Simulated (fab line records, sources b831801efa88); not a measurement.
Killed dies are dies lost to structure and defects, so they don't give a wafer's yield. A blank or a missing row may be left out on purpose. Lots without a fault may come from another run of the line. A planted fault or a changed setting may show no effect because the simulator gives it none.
One fault seen from 2 desks | flow gf180mcu | each desk has only its own numbers; what lay behind them comes last

THE TOOL OWNER'S DESK: litho_track-04
The tool's own readings at GF_V1_SOFTBAKE_10 (time 60 s): means of the sampled wafers that have a number, for each lot that ran on this tool. A lot is out of limits, marked OUT, if its mean lies more than 4 standard deviations from the usual mean; the brackets give that distance.
Columns: A = heater_power_total_W at GF_V1_SOFTBAKE_10, usual 93.05 W; B = plate_temp_C at GF_V1_SOFTBAKE_10, usual 130.00 C
lot  | first seen here | A                       | B
L325 | day 21 12:00    | 93.04                   | 130.08
L328 | day 22 13:00    | 85.00 (-99 or more) OUT | 121.38 (-66) OUT
L331 | day 23 11:00    | 84.99 (-99 or more) OUT | 121.57 (-65) OUT
This desk's finding: out of limits on L328, L331; first on L328, day 22 13:00 (heater_power_total_W at GF_V1_SOFTBAKE_10). In limits: L325.

THE METROLOGY DESK
What the gauges read, lot by lot, whatever tool the lot ran on: means of the sampled wafers that have a number. A lot is out of limits, marked OUT, if its mean lies more than 4 standard deviations from the usual mean; the brackets give that distance.
Columns: A = cd_nm at GF_V1_CD_MEAS_14, usual 259.8 nm; B = V3_W_RS at GF_V3_RS_MEAS_24, usual 0.327 ohm/sq; C = M4_ALCU_THK at GF_M4_THK_MEAS_06, usual 462 nm
lot  | first seen here | A               | B     | C
L315 | day 18 01:53    | 259.8           | 0.330 | 461
L317 | day 18 22:01    | 260.3           | 0.332 | 467
L318 | day 19 04:43    | 260.1           | 0.326 | 469
L319 | day 19 17:28    | 258.8           | 0.331 | 460
L320 | day 20 03:53    | 258.1           | 0.321 | 472
L325 | day 21 23:49    | 260.8           | 0.326 | 464
L328 | day 23 00:26    | 241.3 (-15) OUT | 0.327 | 466
L331 | day 23 22:40    | 244.5 (-13) OUT | 0.330 | 456
L334 | day 24 20:42    | 258.8           | 0.323 | 461
L335 | day 25 07:03    | 261.4           | 0.329 | 454
L336 | day 25 12:29    | 260.0           | 0.324 | 459
L338 | day 25 23:53    | 260.4           | 0.330 | 462
L337 | day 26 03:35    | 259.7           | 0.329 | 460
This desk's finding: out of limits on L328, L331; first on L328, day 23 00:26 (cd_nm at GF_V1_CD_MEAS_14). In limits: L315, L317, L318, L319, L320, L325, L334, L335, L336, L338, L337.

PUT TOGETHER
The tool owner's desk could have raised an alarm at day 22 13:00, on L328, L331.
The metrology desk could have raised an alarm at day 23 00:26, on L328, L331.
Of the lots named, all ran GF_V1_SOFTBAKE_10 on litho_track-04.

WHAT THE SIMULATOR HAD PUT IN
Process parameter drift: litho_track-04, from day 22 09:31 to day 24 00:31, at GF_V1_SOFTBAKE_10. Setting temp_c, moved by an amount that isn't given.
Lots struck among those shown: L328, L331.
Hours from the fault's start to each desk's first reading out of limits: the tool owner's desk, 3; the metrology desk, 15.
